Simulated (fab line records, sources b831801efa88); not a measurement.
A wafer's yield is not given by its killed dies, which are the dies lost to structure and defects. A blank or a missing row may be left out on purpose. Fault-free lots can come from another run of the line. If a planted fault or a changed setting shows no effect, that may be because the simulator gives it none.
fab line records	flow sfq-line
record lots=7	wafers=19	last-day=80
route steps=325 shown M3@128 I3@133
lots that met no fault: from a run of the same line without faults
start-h: hours from the record's first day to the start of the lot's first wafer shown	wait-h: time in hours since the lot's previous step	" same as the row above	L1.1+2: a row that stands for several wafers	- either no value or no given start	* or withheld: withheld	< > ~ a bound
route shown NAME@n: names a module that has steps shown in the file, with the first one's number in the route	usual: mean/standard deviation of fault-free wafers	same: alike in all rows	chamber/n: place in a boat	sites: readings site by site	_std_site: the standard deviation of these	_edge_site: mean of outer sites minus mean of inner sites	radius-mm: how far each site lies from the wafer's centre	mask NAME#n: copy n	behind: tool/chamber where the wafer was last shaped	hold: why the lot was held/for how many hours/how that ended	device: names the non-switching transistor (n, p or np)	end of line: at the end of the route, the tests of the same wafers	step lacking rows: just its recipe	killed: not the wafer's yield, but the dies lost to structure and defects at the first sort	map: per-die view of a wafer (x killed, . not killed, _ where there is no die)
set.NAME: the setting the step ran with; set.NAME@STEP: the setting that earlier step ran with	model.NAME: the simulator's own value behind a step, which no gauge read
a table for each step, a row for each wafer; lots at some steps of the route
services: a tool's chamber out of use, with start hour (start-h, from the record's first day; less than 0 if before it), hours out, and reason
## steps
# step SFQ_M3_OVL_MEAS_921
# usual M3_OVL=0/4.9
lot.wafer	tool	chamber	start-h	wait-h	M3_OVL[nm]
L860.1	overlay-01	-	690.22	0.1	-4
L860.2	"	-	"	"	1
L860.6	"	-	"	"	0
L861.1	overlay-01	-	692.56	0.1	-4
L861.2	"	-	"	"	-5
L861.6	"	-	"	"	-9
L862.3	overlay-01	-	707.48	0.1	-5
L862.4	"	-	"	"	-8
L863.4	overlay-02	-	715.88	0.1	1
L863.6	"	-	"	"	-2
L871.1	overlay-02	-	1037.85	0.1	-6
L871.4	"	-	"	"	-11
L871.5	"	-	"	"	-4
L877.2	overlay-02	-	1052.26	0.1	4
L877.4	"	-	"	"	2
L877.6	"	-	"	"	4
L880.4	overlay-02	-	1057.07	0.1	1
L880.5	"	-	"	"	2
L880.6	"	-	"	"	4
# step SFQ_TRILAYER_M3_BARC_OPEN_METAL_ETCH_100
# recipe mask-material=PR	chemistry=O2	target-depth-nm=125	target=BARC	icp-w=600	bias-w=80	pressure-mtorr=10	time-s=41.7
# usual drypump-motor-current-A=5.9/0.48	oes-product-au=0.685/0.0048
lot.wafer	tool	chamber	start-h	wait-h	drypump-motor-current-A	oes-product-au	rf-hours-counter-h
L860.1	rie-metal-01	1	690.26	0.0	5.7	0.694	155
L860.2	"	0	"	"	5.8	0.691	119
L860.6	"	0	"	"	5.8	0.688	-
L861.1	rie-metal-02	0	692.60	0.0	6.5	0.692	42
L861.2	"	1	"	"	5.2	0.681	95
L861.6	"	0	"	"	6.5	0.684	-
L862.3	rie-metal-02	1	707.52	0.0	5.2	0.687	-
L862.4	"	0	"	"	6.5	0.674	-
L863.4	rie-metal-01	0	715.92	0.0	5.8	0.691	-
L863.6	"	0	"	"	5.7	0.685	-
L871.1	rie-metal-03	0	1037.89	0.0	5.5	0.690	20
L871.4	"	0	"	"	5.5	0.680	-
L871.5	"	0	"	"	5.5	0.676	-
L877.2	rie-metal-02	0	1052.29	0.0	6.5	0.684	93
L877.4	"	1	"	"	5.2	0.684	-
L877.6	"	0	"	"	6.5	0.682	-
L880.4	rie-metal-01	0	1057.11	0.0	5.8	0.689	-
L880.5	"	1	"	"	5.8	0.686	-
L880.6	"	0	"	"	5.8	0.682	-
# step SFQ_TRILAYER_M3_ETCH_METAL_ETCH_078
# recipe target=Nb	stop-on=SiO2	mask-material=PR	chemistry=Cl2/Ar	target-depth-nm=240	icp-w=600	bias-w=80	pressure-mtorr=10	time-s=120
# step SFQ_TRILAYER_M3_STRIP_STRIP_079
# recipe gas=O2	power-w=200	platen-temp-c=40	overash-fraction=0.65	chemistry=O2	pressure-mtorr=50
# usual drypump-motor-current-A=5.9/0.48	oes-product-au=1.000/0.008
lot.wafer	tool	chamber	start-h	wait-h	drypump-motor-current-A	oes-product-au	rf-hours-counter-h
L860.1	rie-metal-01	1	690.44	0.1	5.8	0.998	155
L860.2	"	0	"	"	5.7	1.000	119
L860.6	"	0	"	"	5.7	0.999	-
L861.1	rie-metal-02	0	692.78	0.1	6.5	0.996	42
L861.2	"	1	"	"	5.2	0.995	95
L861.6	"	0	"	"	6.5	0.998	-
L862.3	rie-metal-02	1	707.88	0.2	5.2	0.999	-
L862.4	"	0	"	"	6.5	1.011	-
L863.4	rie-metal-01	0	716.28	0.2	5.8	0.994	-
L863.6	"	0	"	"	5.8	0.993	-
L871.1	rie-metal-03	0	1038.07	0.1	5.5	1.007	20
L871.4	"	0	"	"	5.5	1.009	-
L871.5	"	0	"	"	5.6	1.001	-
L877.2	rie-metal-02	0	1052.47	0.1	6.5	0.996	94
L877.4	"	1	"	"	5.2	0.987	-
L877.6	"	0	"	"	6.5	0.992	-
L880.4	rie-metal-01	0	1057.47	0.2	5.8	1.003	-
L880.5	"	1	"	"	5.8	0.986	-
L880.6	"	0	"	"	5.7	1.006	-
# step SFQ_TRILAYER_M3_STRIP_SOLV_CLEAN_080
# recipe chemistry=NMP	temp-c=70	time-s=600
# step SFQ_TRILAYER_I3_DEP_PECVD_081
# recipe material=SiO2	temp-c=150	time-s=111.11	pressure-torr=2.4	rf-w=183.3	precursor=SiH4/N2O	target-thk-nm=500
# usual heater-power-w=83/7.1	susceptor-temp-C=150.00/0.14	throttle-valve-pct=24.2/1.1
lot.wafer	tool	chamber	start-h	wait-h	heater-power-w	susceptor-temp-C	throttle-valve-pct
L860.1	pecvd-01	1	691.22	0.0	79	150.24	23.7
L860.2	"	0	"	"	80	149.92	23.9
L860.6	"	2	"	"	85	149.90	25.2
L861.1	pecvd-04	0	693.59	0.0	95	149.86	23.1
L861.2	"	2	"	"	86	150.01	23.7
L861.6	"	0	"	"	99	149.85	23.3
L862.3	pecvd-01	2	708.46	0.0	92	150.18	25.1
L862.4	"	1	"	"	77	149.92	23.7
L863.4	pecvd-04	0	716.90	0.0	90	149.79	23.3
L863.6	"	1	"	"	71	149.95	25.0
L871.1	pecvd-01	1	1038.85	0.0	88	150.17	24.8
L871.4	"	1	"	"	92	149.99	25.1
L871.5	"	2	"	"	73	150.15	26.4
L877.2	pecvd-01	0	1053.25	0.0	79	149.88	25.0
L877.4	"	0	"	"	79	149.91	24.9
L877.6	"	2	"	"	83	149.94	26.5
L880.4	pecvd-04	0	1058.09	0.0	88	150.32	23.6
L880.5	"	2	"	"	89	149.78	23.9
L880.6	"	1	"	"	78	150.08	25.3
# step SFQ_TRILAYER_I3_CMP_CMP_082
# recipe material=SiO2	down-force-psi=3	platen-rpm=60	pad-velocity-m-s=0.94248
# step SFQ_I3_BOW_MEAS_922
# recipe mode=bow
# usual I3_BOW=2/10
lot.wafer	tool	chamber	start-h	wait-h	I3_BOW[um]
L860.1	film-metro-01	-	695.49	1.0	7
L860.2	"	-	"	"	-7
L860.6	"	-	"	"	-4
L861.1	film-metro-01	-	698.49	2.0	2
L861.2	"	-	"	"	10
L861.6	"	-	"	"	-1
L862.3	film-metro-01	-	713.53	1.5	1
L862.4	"	-	"	"	4
L863.4	film-metro-01	-	720.15	1.6	-6
L863.6	"	-	"	"	-7
L871.1	film-metro-02	-	1044.88	2.0	2
L871.4	"	-	"	"	1
L871.5	"	-	"	"	-4
L877.2	film-metro-04	-	1059.90	2.5	-10
L877.4	"	-	"	"	4
L877.6	"	-	"	"	-11
L880.4	film-metro-02	-	1067.06	2.6	-6
L880.5	"	-	"	"	-2
L880.6	"	-	"	"	-9
# step SFQ_TRILAYER_I3_METRO_MEASURE_083
# usual thk-nm=199.8/1.1
lot.wafer	tool	chamber	start-h	wait-h	thk-nm
L860.1	film-metro-01	-	695.61	0.1	200.2
L860.2	"	-	"	"	197.7
L860.6	"	-	"	"	199.8
L861.1	film-metro-01	-	698.61	0.1	200.2
L861.2	"	-	"	"	199.1
L861.6	"	-	"	"	199.6
L862.3	film-metro-01	-	714.01	0.5	199.1
L862.4	"	-	"	"	200.6
L863.4	film-metro-01	-	720.81	0.6	200.7
L863.6	"	-	"	"	200.6
L871.1	film-metro-02	-	1045.00	0.1	200.9
L871.4	"	-	"	"	202.0
L871.5	"	-	"	"	200.6
L877.2	film-metro-04	-	1060.20	0.3	201.4
L877.4	"	-	"	"	201.2
L877.6	"	-	"	"	202.6
L880.4	film-metro-02	-	1067.72	0.6	200.4
L880.5	"	-	"	"	200.3
L880.6	"	-	"	"	200.0
# step SFQ_TRILAYER_I3_VIA_LITHO_COAT_090
# recipe resist=BARC	spin-rpm=3000	resist-thk-nm=62
# step SFQ_TRILAYER_I3_VIA_LITHO_COAT_085
# recipe resist=KrF	spin-rpm=3000	resist-thk-nm=650
# step SFQ_TRILAYER_I3_VIA_LITHO_SOFTBAKE_089
# recipe temp-c=withheld	time-s=withheld	resist=KrF
# step SFQ_TRILAYER_I3_VIA_LITHO_EXPOSE_086
# recipe mask-id=I3	na=0.6	source-shape=conventional	sigma-outer=0.65	target-cd-nm=500	dose-mj=21.3
lot.wafer	tool	chamber	start-h	wait-h	mask
L860.1+2+6	krf-scanner-02	0	851.15	-	I3#0
L861.1+2+6	krf-scanner-02	0	854.75	-	I3#0
L862.3+4	krf-scanner-02	0	868.35	-	I3#0
L863.4+6	krf-scanner-02	0	875.75	-	I3#0
L871.1+4+5	krf-scanner-01	0	1047.08	-	I3#0
L877.2+4+6	krf-scanner-01	0	1062.75	-	I3#0
L880.4+5+6	krf-scanner-01	0	1074.08	-	I3#0
# step SFQ_TRILAYER_I3_VIA_LITHO_PEB_088
# recipe peb-temp-c=115	peb-time-s=60	resist=KrF
# step SFQ_TRILAYER_I3_VIA_LITHO_DEVELOP_087
# recipe time-s=60	resist=KrF
# step SFQ_I3_OVL_MEAS_923
# usual I3_OVL=2/6.4
lot.wafer	tool	chamber	start-h	wait-h	I3_OVL[nm]
L860.1	overlay-01	-	852.65	0.1	4
L860.2	"	-	"	"	4
L860.6	"	-	"	"	9
L861.1	overlay-01	-	856.25	0.1	6
L861.2	"	-	"	"	9
L861.6	"	-	"	"	8
L862.3	overlay-01	-	869.46	0.1	2
L862.4	"	-	"	"	3
L863.4	overlay-01	-	876.67	0.1	11
L863.6	"	-	"	"	3
L871.1	overlay-02	-	1048.58	0.1	-1
L871.4	"	-	"	"	0
L871.5	"	-	"	"	-1
L877.2	overlay-02	-	1064.06	0.1	3
L877.4	"	-	"	"	3
L877.6	"	-	"	"	3
L880.4	overlay-02	-	1075.00	0.1	3
L880.5	"	-	"	"	2
L880.6	"	-	"	"	0
# step SFQ_TRILAYER_I3_VIA_BARC_OPEN_VIA_ETCH_121
# recipe mask-material=PR	chemistry=O2	target-depth-nm=125	target=BARC	source-w=500	bias-w=80	pressure-mtorr=30	time-s=41.7
# usual drypump-motor-current-A=5.7/0.59	oes-product-au=0.685/0.0041
lot.wafer	tool	chamber	start-h	wait-h	drypump-motor-current-A	oes-product-au	rf-hours-counter-h	model.I3.cd-nm
L860.1	rie-diel-02	3	852.68	0.0	6.3	0.686	10	500
L860.2	"	0	"	"	6.4	0.683	21	500.4
L860.6	"	0	"	"	6.4	0.689	-	500.3
L861.1	rie-diel-04	2	856.28	0.0	6.1	0.686	3	501.7
L861.2	"	3	"	"	5.6	0.682	13	501.2
L861.6	"	0	"	"	6.1	0.680	-	511.1
L862.3	rie-diel-01	3	869.48	0.0	4.9	0.689	1	503.1
L862.4	"	2	"	"	5.1	0.682	9	511
L863.4	rie-diel-04	3	876.68	0.0	5.6	0.692	14	509.8
L863.6	"	2	"	"	6.1	0.680	-	510.9
L871.1	rie-diel-01	1	1048.62	0.0	4.8	0.689	9	501.9
L871.4	"	0	"	"	6.6	0.678	11	501.6
L871.5	"	1	"	"	4.8	0.688	-	501.2
L877.2	rie-diel-02	3	1064.09	0.0	6.3	0.687	14	502.8
L877.4	"	2	"	"	5.4	0.686	10	500.8
L877.6	"	3	"	"	6.3	0.685	-	503.1
L880.4	rie-diel-02	2	1075.02	0.0	5.4	0.681	10	499.4
L880.5	"	0	"	"	6.4	0.685	-	498.8
L880.6	"	3	"	"	6.2	0.687	-	499.5
# step SFQ_TRILAYER_I3_VIA_ETCH_VIA_ETCH_088
# recipe target=SiO2	stop-on=Nb	mask-material=PR	taper-deg=20	chemistry=CHF3	target-depth-nm=260	source-w=500	bias-w=80	pressure-mtorr=30	time-s=withheld
# usual drypump-motor-current-A=5.7/0.59	oes-product-au=0.855/0.0054
lot.wafer	tool	chamber	start-h	wait-h	drypump-motor-current-A	oes-product-au	model.I3.cd-nm
L860.1	rie-diel-02	3	852.72	0.0	6.3	0.853	502.7
L860.2	"	0	"	"	6.4	0.841	500
L860.6	"	0	"	"	6.5	0.849	500.5
L861.1	rie-diel-04	2	856.32	0.0	6.1	0.850	500.7
L861.2	"	3	"	"	5.5	0.857	499.8
L861.6	"	0	"	"	6.1	0.860	509.6
L862.3	rie-diel-01	3	869.52	0.0	4.9	0.853	502.5
L862.4	"	2	"	"	5.1	0.854	509.4
L863.4	rie-diel-04	3	876.72	0.0	5.5	0.855	508.9
L863.6	"	2	"	"	6.1	0.860	510.5
L871.1	rie-diel-01	1	1048.66	0.0	4.8	0.861	500.7
L871.4	"	0	"	"	6.5	0.860	501.2
L871.5	"	1	"	"	4.8	0.865	500.3
L877.2	rie-diel-02	3	1064.13	0.0	6.3	0.860	505.1
L877.4	"	2	"	"	5.4	0.867	503.8
L877.6	"	3	"	"	6.3	0.866	505.3
L880.4	rie-diel-02	2	1075.05	0.0	5.4	0.858	501
L880.5	"	0	"	"	6.5	0.853	499.6
L880.6	"	3	"	"	6.3	0.850	500.6
# step SFQ_TRILAYER_I3_VIA_STRIP_STRIP_089
# recipe gas=O2	power-w=200	platen-temp-c=40	overash-fraction=0.65	chemistry=O2	pressure-mtorr=50
# usual drypump-motor-current-A=5.9/0.36	oes-product-au=0.998/0.011
lot.wafer	tool	chamber	start-h	wait-h	drypump-motor-current-A	oes-product-au	rf-hours-counter-h
L860.1	rie-metal-02	1	852.84	-	5.2	0.982	116
L860.2	"	0	"	"	6.5	0.998	63
L860.6	"	1	"	"	5.2	0.993	-
L861.1	rie-metal-04	0	856.44	-	6.3	1.016	36
L861.2	"	1	"	"	5.7	1.002	135
L861.6	"	0	"	"	6.3	1.000	-
L862.3	rie-metal-01	1	869.84	-	5.7	0.991	-
L862.4	"	0	"	"	5.8	0.991	-
L863.4	rie-metal-04	1	877.04	-	5.7	1.010	-
L863.6	"	0	"	"	6.3	1.002	-
L871.1	rie-metal-01	0	1048.77	-	5.8	1.001	10
L871.4	"	0	"	"	5.8	1.008	-
L871.5	"	1	"	"	5.8	0.994	-
L877.2	rie-metal-04	1	1064.24	-	5.7	0.993	13
L877.4	"	0	"	"	6.3	1.018	-
L877.6	"	1	"	"	5.7	0.996	-
L880.4	rie-metal-02	0	1075.77	-	6.5	1.007	-
L880.5	"	0	"	"	6.5	0.994	-
L880.6	"	0	"	"	6.5	1.004	-
## services
tool	chamber	start-h	hours	kind
rie-diel-02	3	676.16	15.6	repair
rie-metal-01	0	679.05	3.2	repair
rie-diel-01	0	686.72	12.7	repair
rie-diel-01	1	688.03	4.3	repair
rie-diel-04	-	693.37	0.4	repair
film-metro-01	-	700.23	2.0	pm
rie-diel-04	0	709.48	1.3	repair
rie-diel-01	1	723.24	11.4	repair
krf-scanner-02	-	731.92	7.2	pm
rie-metal-02	-	757.38	2.8	repair
rie-diel-01	3	765.37	7.0	repair
krf-scanner-02	-	780.04	1.0	pm
krf-scanner-02	-	782.24	0.8	pm
krf-scanner-02	-	782.99	1.3	pm
rie-diel-02	1	805.86	58.0	repair
rie-diel-02	0	830.64	3.5	repair
rie-diel-02	0	839.30	1.5	repair
pecvd-01	0	879.87	5.6	repair
rie-diel-02	3	884.31	3.3	repair
pecvd-01	-	908.53	2.3	repair
rie-diel-02	3	914.08	15.3	repair
pecvd-01	-	943.51	2.8	pm
rie-diel-02	-	1032.50	2.8	pm
rie-metal-01	-	1037.22	4.5	repair
## key
first-sign none at tools or gauges
model-effect step=SFQ_TRILAYER_I3_VIA_BARC_OPEN_VIA_ETCH_121	value=I3.cd-nm	without=501.6	struck=510.7
model-effect step=SFQ_TRILAYER_I3_VIA_ETCH_VIA_ETCH_088	value=I3.cd-nm	without=500.5	struck=509.6
met-at SFQ_TRILAYER_I3_VIA_LITHO_EXPOSE_086
struck-wafers L861.6,L862.4,L863.4,L863.6
onset-between 851.15 854.75
fault kind=process-parameter-drift	tool=krf-scanner-02	chamber=-	onset-h=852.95	steps=SFQ_TRILAYER_I3_VIA_LITHO_EXPOSE_086	channel=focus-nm	offset=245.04	shape=step	end-h=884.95	scope=struck-wafers-only
